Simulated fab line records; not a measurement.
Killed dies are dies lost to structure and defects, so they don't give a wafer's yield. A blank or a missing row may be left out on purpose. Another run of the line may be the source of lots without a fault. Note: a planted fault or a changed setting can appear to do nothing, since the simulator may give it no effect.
fab line records	flow sky130
record lots=12	wafers=36	last-day=50
route steps=708 shown METAL3@533 VIA3@584 PAD_OPEN@708
lots that met no fault: taken from a fault-free run of the same line
start-h: hours from the record's first day to the start of the lot's first wafer shown	wait-h: hours elapsed since this lot's preceding step	" identical to the entry in the row above	L1.1+2: a single row standing in for several wafers	- no value, or no start was given	* or withheld: withheld	< > ~ a bound
route shown NAME@n: NAME is a module with steps in the file, n the number in the route of the first one	usual: the fault-free wafers' mean and standard deviation	same: alike in all rows	chamber/n: place in a boat	sites: readings site by site	_std_site: the values' standard deviation	_edge_site: the outer-site mean with the inner-site mean subtracted	radius-mm: for every site, how far away it sits from the centre of the wafer	mask NAME#n: copy n	behind: the tool/chamber that last shaped the wafer	hold: reason for holding the lot/hours on hold/outcome of the hold	device: the n, p or np transistor that did not switch	end of line: tests run on the same wafers once the route is complete	for a step that has no rows: nothing shown but its recipe	killed: the dies lost at the first sort to structure and to defects; this is not the yield of the wafer	map: per-die view of a wafer (x killed, . not killed, _ where there is no die)
set.NAME: setting as actually run; set.NAME@STEP: the setting as run at that earlier step	model.NAME: the simulator's own value behind a step, which no gauge read
route steps across a sampled set of lots; one table per step, one row per wafer
services: from which hour (start-h, from the record's first day; less than 0 if before it) a tool's chamber was out of use, for how many hours, and why
## steps
# step SKY_METAL3_SPUTTER_01
# recipe material=TiN	target-thk-nm=20	power-w=6500	time-s=16.7	chamber-pressure-pa=0.4
# usual throttle-valve-pct=29.9/1.2
lot.wafer	tool	chamber	start-h	wait-h	throttle-valve-pct
L517.1	pvd-sputter-02	-	855.55	0.0	32.2
L517.3	"	-	"	"	31.2
L517.4	"	-	"	"	29.1
L519.3	pvd-sputter-02	-	871.62	0.0	32.2
L519.4	"	-	"	"	32.2
L519.6	"	-	"	"	31.1
L520.4	pvd-sputter-04	-	873.12	0.0	28.8
L520.5	"	-	"	"	28.9
L520.6	"	-	"	"	29.0
L521.4	pvd-sputter-04	-	880.32	0.0	29.0
L521.5	"	-	"	"	28.9
L521.6	"	-	"	"	28.9
L522.2	pvd-sputter-04	-	893.83	0.0	28.7
L522.4	"	-	"	"	28.8
L522.6	"	-	"	"	29.0
L523.3	pvd-sputter-02	-	903.67	0.0	31.3
L523.4	"	-	"	"	29.1
L523.5	"	-	"	"	31.3
L526.1	pvd-sputter-02	-	921.13	0.0	29.1
L526.4	"	-	"	"	28.7
L526.6	"	-	"	"	29.2
L528.2	pvd-sputter-02	-	933.94	0.0	32.0
L528.4	"	-	"	"	31.2
L528.6	"	-	"	"	28.9
L529.2	pvd-sputter-04	-	939.93	0.0	29.3
L529.4	"	-	"	"	31.4
L529.6	"	-	"	"	29.4
L531.1	pvd-sputter-04	-	960.14	0.0	29.2
L531.2	"	-	"	"	29.0
L531.6	"	-	"	"	31.0
L533.3	pvd-sputter-03	-	968.07	0.0	29.9
L533.4	"	-	"	"	28.5
L533.6	"	-	"	"	29.8
L539.2	pvd-sputter-04	-	1014.09	0.0	31.1
L539.5	"	-	"	"	28.9
L539.6	"	-	"	"	31.1
# step SKY_METAL3_SPUTTER_04
# recipe material=TiN	target-thk-nm=70	power-w=6500	time-s=58.3	chamber-pressure-pa=0.4
# usual throttle-valve-pct=29.9/1.2
lot.wafer	tool	chamber	start-h	wait-h	throttle-valve-pct
L517.1	pvd-sputter-02	-	855.63	0.0	32.2
L517.3	"	-	"	"	31.0
L517.4	"	-	"	"	29.4
L519.3	pvd-sputter-02	-	871.70	0.0	32.4
L519.4	"	-	"	"	32.1
L519.6	"	-	"	"	31.3
L520.4	pvd-sputter-04	-	873.20	0.0	28.6
L520.5	"	-	"	"	28.8
L520.6	"	-	"	"	29.0
L521.4	pvd-sputter-04	-	880.40	0.0	28.9
L521.5	"	-	"	"	28.6
L521.6	"	-	"	"	28.9
L522.2	pvd-sputter-04	-	893.92	0.0	28.8
L522.4	"	-	"	"	28.9
L522.6	"	-	"	"	29.2
L523.3	pvd-sputter-02	-	903.75	0.0	31.5
L523.4	"	-	"	"	29.2
L523.5	"	-	"	"	31.0
L526.1	pvd-sputter-02	-	921.21	0.0	29.1
L526.4	"	-	"	"	28.7
L526.6	"	-	"	"	29.0
L528.2	pvd-sputter-02	-	934.02	0.0	32.3
L528.4	"	-	"	"	31.1
L528.6	"	-	"	"	28.7
L529.2	pvd-sputter-04	-	940.01	0.0	29.4
L529.4	"	-	"	"	31.0
L529.6	"	-	"	"	29.1
L531.1	pvd-sputter-04	-	960.23	0.0	29.5
L531.2	"	-	"	"	28.9
L531.6	"	-	"	"	31.0
L533.3	pvd-sputter-03	-	968.15	0.0	29.9
L533.4	"	-	"	"	28.3
L533.6	"	-	"	"	29.9
L539.2	pvd-sputter-04	-	1014.17	0.0	30.8
L539.5	"	-	"	"	28.8
L539.6	"	-	"	"	31.1
# step SKY_VIA3_DEVELOP_11
# recipe develop-time-s=60	resist=KrF-thick	dev-temp-c=21
lot.wafer	tool	chamber	start-h	wait-h
L517.1+3+4	litho-track-04	0	933	-
L519.3+4+6	litho-track-04	0	950	-
L520.4+5+6	litho-track-04	0	950	-
L521.4+5+6	litho-track-03	0	957	-
L522.2+4+6	litho-track-04	0	970	-
L523.3+4+5	litho-track-03	0	979	-
L526.1+4+6	litho-track-03	0	995	-
L528.2+4+6	litho-track-03	0	1008	-
L529.2+4+6	litho-track-03	0	1012	-
L531.1+2+6	litho-track-03	0	1031	-
L533.3+4+6	litho-track-03	0	1039	-
L539.2+5+6	litho-track-04	0	1082	-
# step SKY_VIA3_CD_MEAS_12
# recipe target-cd-nm=200
# usual cd-nm=199.9/1.2
lot.wafer	tool	chamber	start-h	wait-h	cd-nm
L517.1	cd-sem-02	-	933.86	-	201.9
L517.3	"	-	"	"	200.7
L517.4	"	-	"	"	201.5
L519.3	cd-sem-01	-	950.49	-	200.0
L519.4	"	-	"	"	200.9
L519.6	"	-	"	"	199.5
L520.4	cd-sem-02	-	950.86	-	202.7
L520.5	"	-	"	"	200.7
L520.6	"	-	"	"	200.0
L521.4	cd-sem-02	-	957.74	-	200.1
L521.5	"	-	"	"	199.1
L521.6	"	-	"	"	197.8
L522.2	cd-sem-02	-	970.77	-	201.0
L522.4	"	-	"	"	199.3
L522.6	"	-	"	"	199.7
L523.3	cd-sem-01	-	979.77	-	198.3
L523.4	"	-	"	"	199.0
L523.5	"	-	"	"	197.7
L526.1	cd-sem-01	-	995.93	-	198.6
L526.4	"	-	"	"	200.3
L526.6	"	-	"	"	198.5
L528.2	cd-sem-02	-	1008.50	-	200.3
L528.4	"	-	"	"	200.3
L528.6	"	-	"	"	199.3
L529.2	cd-sem-01	-	1012.65	-	193.9
L529.4	"	-	"	"	193.6
L529.6	"	-	"	"	194.4
L531.1	cd-sem-01	-	1031.93	-	195.6
L531.2	"	-	"	"	195.7
L531.6	"	-	"	"	195.3
L533.3	cd-sem-01	-	1039.77	-	192.9
L533.4	"	-	"	"	194.6
L533.6	"	-	"	"	193.6
L539.2	cd-sem-02	-	1082.18	-	198.9
L539.5	"	-	"	"	197.6
L539.6	"	-	"	"	198.6
# step SKY_VIA3_OVL_MEAS_13
# usual VIA3_OVL=-1/5.8
lot.wafer	tool	chamber	start-h	wait-h	VIA3_OVL[nm]
L517.1	overlay-01	-	933.98	0.1	-7
L517.3	"	-	"	"	-7
L517.4	"	-	"	"	-1
L519.3	overlay-02	-	950.59	0.1	-9
L519.4	"	-	"	"	1
L519.6	"	-	"	"	1
L520.4	overlay-01	-	950.94	0.1	0
L520.5	"	-	"	"	-1
L520.6	"	-	"	"	0
L521.4	overlay-01	-	957.82	0.1	-2
L521.5	"	-	"	"	-1
L521.6	"	-	"	"	-2
L522.2	overlay-02	-	970.88	0.1	-6
L522.4	"	-	"	"	-4
L522.6	"	-	"	"	-2
L523.3	overlay-02	-	979.86	0.1	6
L523.4	"	-	"	"	5
L523.5	"	-	"	"	8
L526.1	overlay-01	-	996.05	0.1	3
L526.4	"	-	"	"	-6
L526.6	"	-	"	"	-6
L528.2	overlay-01	-	1008.61	0.1	-13
L528.4	"	-	"	"	-11
L528.6	"	-	"	"	-8
L529.2	overlay-01	-	1012.76	0.1	0
L529.4	"	-	"	"	2
L529.6	"	-	"	"	3
L531.1	overlay-01	-	1032.05	0.1	0
L531.2	"	-	"	"	-2
L531.6	"	-	"	"	-5
L533.3	overlay-02	-	1039.86	0.1	-1
L533.4	"	-	"	"	-3
L533.6	"	-	"	"	-9
L539.2	overlay-02	-	1082.28	0.1	1
L539.5	"	-	"	"	-12
L539.6	"	-	"	"	-3
# step SKY_PAD_OPEN_PROBE_99
# usual defect-limited-yield=82.5/1.8	killed_at_M0_to_M3=43/6.6	killed_at_M4_up=2.9/1.8	killed-at-contacts=25/5.3	killed-at-front-end=15/4.1	killed-at-other=0.3/0.6	killed-dies=86/8.8	killed-on-rim=17/3.5	killed-open=47/6.7	killed-short=39/6.2	sort_bin_3_pad_short=0.9/0.44	sort_bin_5_function=10.3/1.6	sort_bin_6_memory=6.3/1	sort-n-pass=406/8.8	sort-yield-pct=82.5/1.8
# same gross-dies=492	killed-at-back-side=0	sort_bin_4_leakage[%]=0	sort_bin_8_speed[%]=0
lot.wafer	tool	chamber	start-h	wait-h	defect-limited-yield[%]	killed_at_M0_to_M3	killed_at_M4_up	killed-at-contacts	killed-at-front-end	killed-at-other	killed-dies	killed-on-rim	killed-open	killed-short	sort_bin_3_pad_short[%]	sort_bin_5_function[%]	sort_bin_6_memory[%]	sort-n-pass	sort-yield-pct[%]
L522.2	prober-02	-	1113.17	0.1	81.3	45	1	26	19	1	92	13	54	38	1.4	11.0	6.3	400	81.3
L522.4	prober-02	-	1113.27	0.2	82.7	43	6	23	12	1	85	17	49	36	0.8	10.6	5.9	407	82.7
L522.6	prober-02	-	1113.37	0.2	81.7	45	5	25	15	0	90	19	50	40	0.8	11.4	6.1	402	81.7
L528.2	prober-01	-	1141.71	0.1	81.3	40	0	33	19	0	92	18	50	42	1.4	11.8	5.5	400	81.3
L528.4	prober-01	-	1141.81	0.2	85.2	26	2	27	18	0	73	16	35	37	1.4	8.5	4.9	419	85.2
L528.6	prober-01	-	1141.91	0.2	82.1	35	3	28	21	1	88	17	42	46	1.6	9.3	6.9	404	82.1
L529.2	prober-02	-	1146.67	0.1	79.3	40	1	41	20	0	102	15	60	42	0.8	14.0	5.9	390	79.3
L529.4	prober-02	-	1146.77	0.2	78.0	53	3	29	22	1	108	21	50	57	0.2	14.2	7.5	384	78.0
L529.6	prober-02	-	1146.87	0.2	80.1	54	3	16	24	1	98	17	49	48	0.6	11.6	7.7	394	80.1
L533.3	prober-02	-	1170.21	0.2	83.7	43	3	21	13	0	80	18	46	34	1.4	7.5	7.3	412	83.7
L533.4	prober-02	-	1170.26	0.2	83.9	47	1	19	12	0	79	12	43	36	1.6	9.1	5.3	413	83.9
L533.6	prober-02	-	1170.36	0.2	81.9	42	3	26	17	1	89	19	41	47	0.6	11.0	6.5	403	81.9
L539.2	prober-02	-	1200.68	0.1	83.3	43	3	26	10	0	82	17	45	37	0.8	9.6	6.3	410	83.3
L539.5	prober-02	-	1200.83	0.2	82.1	44	3	27	14	0	88	17	43	45	1.4	8.9	7.5	404	82.1
L539.6	prober-02	-	1200.88	0.2	82.5	44	1	22	19	0	86	17	49	37	0.6	11.4	5.5	406	82.5
# killed by level:class
L522.2 VIA1:geometric-particle:open=12 VIA2:geometric-particle:open=11 CONTACT:geometric-particle:open=8 CONTACT:geometric-particle:short=7 FIELD_ISO:geometric-particle:open=6 LI_CONTACT:geometric-particle:open=5 VIA3:geometric-particle:open=5 VIA1:geometric-particle:short=4
L522.4 VIA1:geometric-particle:open=15 CONTACT:geometric-particle:open=13 METAL1:geometric-particle:short=6 VIA3:geometric-particle:open=6 VIA2:geometric-particle:open=5 METAL2:geometric-particle:short=4 METAL3:geometric-particle:short=4 METAL4:geometric-particle:short=4
L522.6 VIA1:geometric-particle:open=14 CONTACT:geometric-particle:open=8 LI_CONTACT:geometric-particle:open=7 METAL1:geometric-particle:short=6 VIA1:geometric-particle:short=6 LOCAL_INTERCONNECT:geometric-particle:short=5 FIELD_ISO:geometric-particle:short=4 POLY_GATE:geometric-particle:open=4
L528.2 VIA1:geometric-particle:open=11 LI_CONTACT:geometric-particle:open=11 CONTACT:geometric-particle:open=11 METAL2:geometric-particle:short=9 POLY_GATE:geometric-particle:short=5 CONTACT:geometric-particle:short=4 METAL1:geometric-particle:short=4 FIELD_ISO:geometric-particle:open=3
L528.4 LI_CONTACT:geometric-particle:open=11 METAL2:geometric-particle:short=6 VIA3:geometric-particle:open=6 FIELD_ISO:geometric-particle:open=5 FIELD_ISO:geometric-particle:short=5 VIA1:geometric-particle:short=5 LOCAL_INTERCONNECT:geometric-particle:short=4 CONTACT:geometric-particle:short=4
L528.6 CONTACT:geometric-particle:open=15 VIA1:geometric-particle:open=9 METAL2:geometric-particle:short=7 FIELD_ISO:geometric-particle:short=6 CONTACT:geometric-particle:short=6 POLY_GATE:geometric-particle:short=5 METAL1:geometric-particle:short=5 FIELD_ISO:geometric-particle:open=4
L529.2 LI_CONTACT:geometric-particle:open=17 VIA1:geometric-particle:open=8 CONTACT:geometric-particle:open=8 VIA2:geometric-particle:open=7 VIA3:geometric-particle:open=7 FIELD_ISO:geometric-particle:short=6 CONTACT:geometric-particle:short=6 VIA2:geometric-particle:short=6
L529.4 VIA1:geometric-particle:open=13 METAL1:geometric-particle:short=12 CONTACT:geometric-particle:open=10 CONTACT:geometric-particle:short=7 METAL2:geometric-particle:short=7 POLY_GATE:geometric-particle:short=6 POLY_GATE:geometric-particle:open=6 FIELD_ISO:geometric-particle:open=5
L529.6 VIA1:geometric-particle:open=13 METAL1:geometric-particle:short=10 METAL2:geometric-particle:short=9 CONTACT:geometric-particle:open=8 VIA2:geometric-particle:open=8 POLY_GATE:geometric-particle:short=7 FIELD_ISO:geometric-particle:short=4 VIA3:geometric-particle:open=4
L533.3 VIA1:geometric-particle:open=13 CONTACT:geometric-particle:open=8 VIA2:geometric-particle:open=8 VIA3:geometric-particle:open=6 METAL1:geometric-particle:short=6 FIELD_ISO:geometric-particle:short=5 LI_CONTACT:geometric-particle:open=5 LOCAL_INTERCONNECT:geometric-particle:short=5
L533.4 VIA3:geometric-particle:open=16 VIA1:geometric-particle:open=8 FIELD_ISO:geometric-particle:short=5 LI_CONTACT:geometric-particle:open=5 VIA1:geometric-particle:short=5 LOCAL_INTERCONNECT:geometric-particle:short=4 CONTACT:geometric-particle:open=4 METAL1:geometric-particle:short=4
L533.6 VIA3:geometric-particle:open=8 LOCAL_INTERCONNECT:geometric-particle:short=7 CONTACT:geometric-particle:short=7 FIELD_ISO:geometric-particle:open=6 LI_CONTACT:geometric-particle:open=6 METAL1:geometric-particle:short=6 METAL2:geometric-particle:short=6 FIELD_ISO:geometric-particle:short=5
L539.2 VIA2:geometric-particle:open=9 CONTACT:geometric-particle:open=7 VIA3:geometric-particle:open=7 VIA1:geometric-particle:open=6 VIA1:geometric-particle:short=6 LI_CONTACT:geometric-particle:open=5 CONTACT:geometric-particle:short=5 FIELD_ISO:geometric-particle:open=4
L539.5 CONTACT:geometric-particle:open=12 VIA1:geometric-particle:open=12 FIELD_ISO:geometric-particle:short=6 METAL1:geometric-particle:short=6 POLY_GATE:geometric-particle:short=4 LI_CONTACT:geometric-particle:short=4 VIA2:geometric-particle:open=4 METAL2:geometric-particle:short=4
L539.6 CONTACT:geometric-particle:open=12 VIA1:geometric-particle:open=11 POLY_GATE:geometric-particle:open=6 LI_CONTACT:geometric-particle:open=6 METAL1:geometric-particle:short=6 VIA2:geometric-particle:open=6 METAL2:geometric-particle:short=6 FIELD_ISO:geometric-particle:short=4
## services
tool	chamber	start-h	hours	kind
pvd-sputter-03	3	837.15	-	consumable-replace:kit
pvd-sputter-03	3	837.15	18.0	scheduled-down
pvd-sputter-03	3	837.15	18.0	vent-cycle
pvd-sputter-02	-	852.24	1.9	repair
pvd-sputter-02	2	855.68	-	consumable-replace:kit
pvd-sputter-02	2	855.68	18.0	scheduled-down
pvd-sputter-02	2	855.68	18.0	vent-cycle
pvd-sputter-03	-	905.76	5.1	repair
pvd-sputter-04	-	914.72	5.5	repair
pvd-sputter-04	1	960.27	-	consumable-replace:kit
pvd-sputter-04	1	960.27	18.0	scheduled-down
pvd-sputter-04	1	960.27	18.0	vent-cycle
pvd-sputter-02	-	964.56	1.4	repair
pvd-sputter-03	2	995.95	-	consumable-replace:kit
pvd-sputter-03	2	995.95	18.0	scheduled-down
pvd-sputter-02	-	999.87	5.3	repair
pvd-sputter-04	-	1008.71	3.7	repair
pvd-sputter-02	1	1020.76	-	consumable-replace:kit
pvd-sputter-02	1	1020.76	18.0	scheduled-down
pvd-sputter-02	1	1020.76	18.0	vent-cycle
pvd-sputter-04	-	1033.20	4.8	repair
pvd-sputter-04	0	1071.02	-	consumable-replace:kit
pvd-sputter-04	0	1071.02	18.0	scheduled-down
pvd-sputter-04	0	1071.02	18.0	vent-cycle
## key
first-sign step=SKY_VIA3_CD_MEAS_12	reading=cd-nm	direction=down	sigmas=4.6	usual=199.9	struck=194.4	through=control-loop
effect none on later readings
met-at SKY_VIA3_DEVELOP_11
struck-lots L529,L531,L533
loop-trim step=SKY_VIA3_EXPOSE_09	setting=dose	lots=L531,L533
not-acting-at SKY_METAL3_SPUTTER_01,SKY_METAL3_SPUTTER_04,SKY_VIA3_OVL_MEAS_13
onset-between 1008 1012
fault kind=process-parameter-drift	tool=litho-track-03	chamber=-	onset-h=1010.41	steps=SKY_VIA3_DEVELOP_11	channel=develop-time-s	offset=*	shape=step	end-h=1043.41	acts-in=*	stated=*
# loop-trim: a control loop set the setting to another value than it would have without faults
